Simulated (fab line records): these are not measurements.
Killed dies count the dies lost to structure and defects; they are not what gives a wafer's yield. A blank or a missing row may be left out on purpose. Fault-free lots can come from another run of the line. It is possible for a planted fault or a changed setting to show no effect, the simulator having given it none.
What tool caused it?	flow gf180mcu	18 wafers from 6 lots sampled at 2 of the route's 602 steps

== WHAT THE GAUGES SHOWED, per wafer ==
GF_HV_LDD_CD_MEAS_07: target cd 400 nm.
lot	measured	on	cd_nm (nm)
L833	day 11 16:49	cd_sem-02	399.6 400.5 399.7
L839	day 13 07:19	cd_sem-01	403.9 402.1 403.4
L843	day 14 14:55	cd_sem-01	403.1 400.6 402.4
L846	day 15 15:44	cd_sem-01	400.4 401.3 400.5
L850	day 16 17:02	cd_sem-02	403.2 401.4 402.1
L852	day 17 06:34	cd_sem-02	401.5 401.8 401.6

== TOOL THAT RAN EACH LOT (tool first, then ch and the chambers of the sampled wafers, then the start) ==
lot	GF_HV_LDD_EXPOSE_04
L833	iline_stepper-02 ch 0, day 11 06:06
L839	iline_stepper-01 ch 0, day 12 21:50
L843	iline_stepper-01 ch 0, day 14 03:35
L846	iline_stepper-02 ch 0, day 15 03:58
L850	iline_stepper-01 ch 0, day 16 05:24
L852	iline_stepper-01 ch 0, day 16 18:56
- GF_HV_LDD_EXPOSE_04: exposes mask Nplus LV AREA, target cd 400 nm.

== THE ANSWER, worked out from the rows above alone ==
Rule: what is usual is taken from the lots themselves. The widest of any qualifying gaps counts: lots, ordered by their means at a reading, are off when they make up no more than a third of the lots, leave a main group of 4 or more, and stand apart from it by 3 or more times the standard deviation of that group's means. If all means in a main group match to the digits the tables above print for the reading, that group is not used. A lot without any number at a reading at which 4 lots or more have one is off too. All remaining lots with rows at the step are treated as sound.
Nothing can be told from this: no lot is off at any reading shown.

== WHAT WAS PUT IN BY THE SIMULATOR ==
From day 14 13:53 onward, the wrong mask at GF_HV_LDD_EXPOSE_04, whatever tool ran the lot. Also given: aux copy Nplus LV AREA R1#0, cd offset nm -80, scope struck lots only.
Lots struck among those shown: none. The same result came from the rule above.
